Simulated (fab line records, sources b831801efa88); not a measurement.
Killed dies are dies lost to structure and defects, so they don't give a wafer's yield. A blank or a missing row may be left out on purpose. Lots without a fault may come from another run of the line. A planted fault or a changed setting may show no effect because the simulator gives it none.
Which tool did it? | flow gf180mcu | 12 lots, 33 wafers sampled, at 6 steps of a route of 602

WHAT THE GAUGES READ, wafer by wafer
GF_VT_IMPLANT_TW_MEAS_10.
lot  | measured     | on            | VT_IMPLANT_TW
L435 | day 5 14:36  | film_metro-02 | 557.7 557.8 557.6
L436 | day 5 22:47  | film_metro-04 | 559.8 562.3 561.7
L438 | day 6 09:46  | film_metro-03 | 558.6 559.9 558.0
L444 | day 7 23:04  | film_metro-02 | 558.0 559.3
L445 | day 8 04:18  | film_metro-03 | 561.9 557.7
L447 | day 8 17:24  | film_metro-02 | 557.4 554.3
L448 | day 8 22:33  | film_metro-04 | 561.9 564.6 562.9
L452 | day 10 00:58 | film_metro-03 | 557.5 558.0 561.6
L454 | day 10 13:22 | film_metro-03 | 557.9 557.4 559.7
L455 | day 10 22:04 | film_metro-02 | 558.5 557.6 555.9
L456 | day 11 09:08 | film_metro-02 | 554.6 555.6 555.9
L458 | day 11 15:03 | film_metro-02 | 556.6 555.9 555.0

GF_VT_IMPLANT_OVL_MEAS_40.
lot  | measured     | on         | VT_IMPLANT_03_OVL (nm)
L435 | day 7 12:16  | overlay-02 | 0.5 0.2 -0.3
L436 | day 7 20:19  | overlay-02 | 1.3 0.8 0.6
L438 | day 8 09:40  | overlay-01 | -1.7 -0.2 -1.2
L444 | day 10 03:20 | overlay-02 | 0.6 1.2
L445 | day 10 09:26 | overlay-02 | 0.4 2.0
L447 | day 10 22:01 | overlay-01 | -0.8 -0.6
L448 | day 11 04:46 | overlay-01 | -1.9 -0.4 0.6
L452 | day 12 09:52 | overlay-01 | -0.8 0.8 -0.5
L454 | day 12 22:34 | overlay-01 | 1.4 0.4 2.7
L455 | day 13 07:38 | overlay-01 | 0.1 0.0 1.6
L456 | day 13 19:31 | overlay-02 | -2.5 -1.1 -1.4
L458 | day 14 02:37 | overlay-02 | -1.7 -0.5 0.6

GF_DUAL_GATE_THK_MEAS_03.
lot  | measured     | on            | DUAL_GATE_OXIDATION_00_THK (nm)
L435 | day 7 14:53  | film_metro-04 | 11.17 11.10 10.94
L436 | day 7 23:57  | film_metro-02 | 11.11 11.13 11.30
L438 | day 8 12:52  | film_metro-01 | 10.96 11.09 11.00
L444 | day 10 09:00 | film_metro-04 | 10.84 10.78
L445 | day 10 12:40 | film_metro-01 | 10.83 10.91
L447 | day 11 00:37 | film_metro-01 | 11.08 11.09
L448 | day 11 07:22 | film_metro-02 | 11.03 11.09 11.12
L452 | day 12 12:30 | film_metro-02 | 10.53 10.77 10.64
L454 | day 13 01:32 | film_metro-02 | 10.73 10.92 10.79
L455 | day 13 10:14 | film_metro-02 | 10.43 10.36 10.69
L456 | day 13 23:27 | film_metro-04 | 10.61 10.71 10.61
L458 | day 14 06:40 | film_metro-01 | 10.99 10.86 10.89

GF_V1_THK_MEAS_03.
lot  | measured     | on            | V1_CVD_02_THK (nm)
L435 | day 17 05:54 | film_metro-01 | 850 867 870
L436 | day 17 18:43 | film_metro-02 | 821 842 844
L438 | day 18 11:33 | film_metro-04 | 842 834 845
L444 | day 20 22:25 | film_metro-02 | 860 866 858 866
L445 | day 21 00:47 | film_metro-02 | 843 860
L447 | day 21 16:30 | film_metro-02 | 853 849 852 849
L448 | day 22 01:58 | film_metro-02 | 861 855 862
L452 | day 23 09:25 | film_metro-01 | 850 863 857
L454 | day 24 06:04 | film_metro-02 | 847 863 850
L455 | day 24 11:46 | film_metro-04 | 828 853 844
L456 | day 25 03:48 | film_metro-02 | 849 855 874
L458 | day 25 10:48 | film_metro-04 | 850 850 867

WHICH TOOL RAN EACH LOT (tool, then ch and the chambers of the sampled wafers, then the start)
lot  | GF_DUAL_GATE_COAT_06              | GF_DUAL_GATE_STRIP_13
L435 | litho_track-03 ch 0, day 7 22:40  | plasma_asher-01 ch 0,1, day 8 07:02
L436 | litho_track-02 ch 0, day 8 08:07  | plasma_asher-02 ch 0,1, day 8 16:57
L438 | litho_track-01 ch 0, day 8 21:01  | plasma_asher-01 ch 0, day 9 05:32
L444 | litho_track-03 ch 0, day 10 17:31 | plasma_asher-04 ch 0,1, day 11 03:01
L445 | litho_track-03 ch 0, day 10 21:10 | plasma_asher-01 ch 0, day 11 07:00
L447 | litho_track-03 ch 0, day 11 09:31 | plasma_asher-04 ch 0, day 11 19:11
L448 | litho_track-02 ch 0, day 11 16:07 | plasma_asher-02 ch 0,1, day 12 02:10
L452 | litho_track-02 ch 0, day 12 21:55 | plasma_asher-01 ch 0,1, day 13 08:04
L454 | litho_track-01 ch 0, day 13 11:43 | plasma_asher-04 ch 0,1, day 13 22:44
L455 | litho_track-01 ch 0, day 13 19:59 | plasma_asher-01 ch 0,1, day 14 06:52
L456 | litho_track-02 ch 0, day 14 09:20 | plasma_asher-04 ch 0,1, day 14 20:26
L458 | litho_track-03 ch 0, day 14 16:52 | plasma_asher-01 ch 0,1, day 15 04:20
- GF_DUAL_GATE_COAT_06: resist thk 1000 nm.
- GF_DUAL_GATE_STRIP_13: strips in O2/N2.

WHAT THE TOOLS THEMSELVES READ (means of the sampled wafers that have a number; where no wafer has one, the mark that the record gives instead)
GF_DUAL_GATE_STRIP_13.
lot  | tool            | chamber_pressure_mTorr (mTorr) | drypump_motor_current_A (A) | heater_power_w (W) | oes_product_au (a.u.) | strip_time_to_endpoint_s (s)
L435 | plasma_asher-01 | 1499.4                         | 5.86                        | 340                | 0.720                 | 12.65
L436 | plasma_asher-02 | 1499.6                         | 5.91                        | 341                | 0.711                 | 12.63
L438 | plasma_asher-01 | 1500.3                         | 5.99                        | 334                | 0.717                 | 12.63
L444 | plasma_asher-04 | 1498.8                         | 5.70                        | 360                | 0.718                 | 12.26
L445 | plasma_asher-01 | 1500.6                         | 6.00                        | 340                | 0.714                 | 12.27
L447 | plasma_asher-04 | 1500.8                         | 5.95                        | 364                | 0.715                 | 12.28
L448 | plasma_asher-02 | 1501.5                         | 5.89                        | 337                | 0.716                 | 12.67
L452 | plasma_asher-01 | 1500.2                         | 5.73                        | 338                | 0.716                 | 12.67
L454 | plasma_asher-04 | 1500.7                         | 5.79                        | 360                | 0.720                 | 12.61
L455 | plasma_asher-01 | 1499.8                         | 5.72                        | 340                | 0.718                 | 12.65
L456 | plasma_asher-04 | 1500.0                         | 5.80                        | 364                | 0.709                 | 12.65
L458 | plasma_asher-01 | 1500.1                         | 5.74                        | 342                | 0.712                 | 12.66

THE ANSWER, worked out from the rows above alone
Rule: what is usual is taken from the lots themselves. Put in order of their means at a reading, lots are off if they are a third of the lots or fewer, leave a main group of 4 or more, and stand apart from it by a gap of 3 or more times the standard deviation of the main group's means; of several such gaps the widest counts. A main group whose means are all the same, to the digits that the tables above print for the reading, isn't used. A lot without any number at a reading at which 4 lots or more have one is off too. The other lots that the step has rows for count as sound. The gauges are gone through in route order, then the tools' own readings, and for those a lot's mean is taken as printed above. The first step at which some lot is off is used, and at that step the reading that is off furthest; a lot without a number counts as furthest.
Off: L444, L445, L447, at GF_DUAL_GATE_STRIP_13 (strip_time_to_endpoint_s). The main group: mean 12.65 s, standard deviation 0.019.
A tool fits if, at that step or a process step before it, it ran every lot that is off, and no sound lot after the first of them. None of those tried fits.

WHAT THE SIMULATOR HAD PUT IN
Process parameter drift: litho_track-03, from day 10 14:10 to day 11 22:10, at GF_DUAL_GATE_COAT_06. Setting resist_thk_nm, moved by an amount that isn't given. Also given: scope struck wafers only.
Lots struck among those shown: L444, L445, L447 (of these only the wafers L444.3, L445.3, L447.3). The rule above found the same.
